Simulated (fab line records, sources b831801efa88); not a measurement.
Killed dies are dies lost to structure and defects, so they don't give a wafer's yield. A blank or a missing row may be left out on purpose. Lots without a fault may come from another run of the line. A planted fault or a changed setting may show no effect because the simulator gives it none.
Which tool did it? | flow gf180mcu | 13 lots, 38 wafers sampled, at 4 steps of a route of 602

WHAT THE GAUGES READ, wafer by wafer
GF_TOP_METAL_THK_MEAS_06: measures by xrf.
lot  | measured     | on            | TOP_METAL_ALCU_THK (nm)
L781 | day 27 03:35 | film_metro-02 | 881 878 880
L783 | day 27 22:34 | film_metro-02 | 868 869 873
L784 | day 28 11:30 | film_metro-01 | 875 870 884
L785 | day 28 17:59 | film_metro-01 | 862 863 871
L786 | day 29 00:15 | film_metro-04 | 866 873 864
L787 | day 29 04:30 | film_metro-01 | 878 875 885
L788 | day 29 11:41 | film_metro-01 | 874 871 877
L789 | day 29 21:20 | film_metro-02 | 878 898 879
L790 | day 30 04:51 | film_metro-04 | 881 887 878
L791 | day 30 11:46 | film_metro-01 | 885 873 868
L801 | day 33 02:29 | film_metro-01 | 878 886
L802 | day 33 11:32 | film_metro-02 | 878 873 881
L804 | day 33 12:34 | film_metro-02 | 868 867 867

GF_TOP_METAL_OVL_MEAS_15.
lot  | measured     | on         | TOP_METAL_OVL (nm)
L781 | day 27 23:38 | overlay-02 | 0.8 3.6 2.8
L783 | day 28 17:59 | overlay-01 | -0.5 0.4 -0.3
L784 | day 29 06:35 | overlay-01 | 1.7 0.5 1.7
L785 | day 29 12:43 | overlay-02 | 3.9 3.1 0.1
L786 | day 29 18:47 | overlay-01 | -1.0 0.0 -0.5
L787 | day 29 23:29 | overlay-01 | -1.3 0.0 -0.8
L788 | day 30 05:42 | overlay-02 | 1.2 4.1 2.1
L789 | day 30 15:18 | overlay-02 | -0.3 -1.0 -1.2
L790 | day 30 23:13 | overlay-01 | -1.6 0.4 -0.8
L791 | day 31 05:20 | overlay-02 | -1.1 1.5 -0.3
L801 | day 33 17:39 | overlay-01 | -0.9 -0.1
L802 | day 34 03:05 | overlay-02 | -0.2 1.0 -0.7
L804 | day 34 03:48 | overlay-01 | 2.0 3.4 0.9

WHICH TOOL RAN EACH LOT (tool, then ch and the chambers of the sampled wafers, then the start)
lot  | GF_TOP_METAL_SPUTTER_01      | GF_TOP_METAL_SOFTBAKE_10
L781 | pvd_sputter-02, day 27 03:19 | litho_track-01 ch 0, day 27 13:47
L783 | pvd_sputter-01, day 27 22:20 | litho_track-02 ch 0, day 28 08:00
L784 | pvd_sputter-01, day 28 11:16 | litho_track-04 ch 0, day 28 21:16
L785 | pvd_sputter-01, day 28 17:44 | litho_track-02 ch 0, day 29 03:06
L786 | pvd_sputter-03, day 29 00:01 | litho_track-02 ch 0, day 29 09:15
L787 | pvd_sputter-03, day 29 04:15 | litho_track-01 ch 0, day 29 14:05
L788 | pvd_sputter-03, day 29 11:26 | litho_track-04 ch 0, day 29 20:33
L789 | pvd_sputter-01, day 29 21:05 | litho_track-01 ch 0, day 30 06:29
L790 | pvd_sputter-03, day 30 04:37 | litho_track-01 ch 0, day 30 14:21
L791 | pvd_sputter-02, day 30 11:30 | litho_track-01 ch 0, day 30 20:30
L801 | pvd_sputter-03, day 33 02:14 | litho_track-01 ch 0, day 33 10:08
L802 | pvd_sputter-03, day 33 11:17 | litho_track-04 ch 0, day 33 19:18
L804 | pvd_sputter-02, day 33 12:19 | litho_track-04 ch 0, day 33 19:54
- GF_TOP_METAL_SPUTTER_01: material TiN, target thk 30 nm, time 25 s.
- GF_TOP_METAL_SOFTBAKE_10: time 60 s.

WHAT THE TOOLS THEMSELVES READ (means of the sampled wafers that have a number; where no wafer has one, the mark that the record gives instead)
GF_TOP_METAL_SPUTTER_01.
lot  | tool           | throttle_valve_pct (%)
L781 | pvd_sputter-02 | 29.7
L783 | pvd_sputter-01 | 29.4
L784 | pvd_sputter-01 | 28.8
L785 | pvd_sputter-01 | 29.7
L786 | pvd_sputter-03 | 30.9
L787 | pvd_sputter-03 | 30.5
L788 | pvd_sputter-03 | 30.7
L789 | pvd_sputter-01 | 28.8
L790 | pvd_sputter-03 | 30.9
L791 | pvd_sputter-02 | 29.7
L801 | pvd_sputter-03 | 30.8
L802 | pvd_sputter-03 | 31.2
L804 | pvd_sputter-02 | 29.6

GF_TOP_METAL_SOFTBAKE_10.
lot  | tool           | heater_power_total_W (W) | run_length_s (s)
L781 | litho_track-01 | 56.59                    | 89.12
L783 | litho_track-02 | 56.56                    | 89.24
L784 | litho_track-04 | 56.60                    | 89.23
L785 | litho_track-02 | 56.54                    | 89.16
L786 | litho_track-02 | 56.55                    | 89.14
L787 | litho_track-01 | 56.59                    | 89.09
L788 | litho_track-04 | 56.60                    | 89.24
L789 | litho_track-01 | 56.59                    | 89.09
L790 | litho_track-01 | 56.61                    | 89.03
L791 | litho_track-01 | 56.58                    | 89.09
L801 | litho_track-01 | 58.47                    | 83.65
L802 | litho_track-04 | 56.59                    | 89.35
L804 | litho_track-04 | 56.63                    | 89.38

THE ANSWER, worked out from the rows above alone
Rule: what is usual is taken from the lots themselves. Put in order of their means at a reading, lots are off if they are a third of the lots or fewer, leave a main group of 4 or more, and stand apart from it by a gap of 3 or more times the standard deviation of the main group's means; of several such gaps the widest counts. A main group whose means are all the same, to the digits that the tables above print for the reading, isn't used. A lot without any number at a reading at which 4 lots or more have one is off too. The other lots that the step has rows for count as sound. The gauges are gone through in route order, then the tools' own readings, and for those a lot's mean is taken as printed above. The first step at which some lot is off is used, and at that step the reading that is off furthest; a lot without a number counts as furthest.
Off: L801, at GF_TOP_METAL_SOFTBAKE_10 (heater_power_total_W). The main group: mean 56.59 W, standard deviation 0.024.
A tool fits if, at that step or a process step before it, it ran every lot that is off, and no sound lot after the first of them. One fits: litho_track-01 at GF_TOP_METAL_SOFTBAKE_10. Its last sound lot is L791 (day 30 20:30), its first lot that is off L801 (day 33 10:08): a fault that began between those two fits.
The tool's own readings at GF_TOP_METAL_SOFTBAKE_10 bear it out: on the lots that are off they differ by more than 5 times the standard deviation of the sound lots' means. heater_power_total_W reads 58.47 W there against 56.59 W on the sound lots; run_length_s reads 83.65 s there against 89.18 s on the sound lots.

WHAT THE SIMULATOR HAD PUT IN
Process parameter drift: litho_track-01, from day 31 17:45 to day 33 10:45, at GF_TOP_METAL_SOFTBAKE_10. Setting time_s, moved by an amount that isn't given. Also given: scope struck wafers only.
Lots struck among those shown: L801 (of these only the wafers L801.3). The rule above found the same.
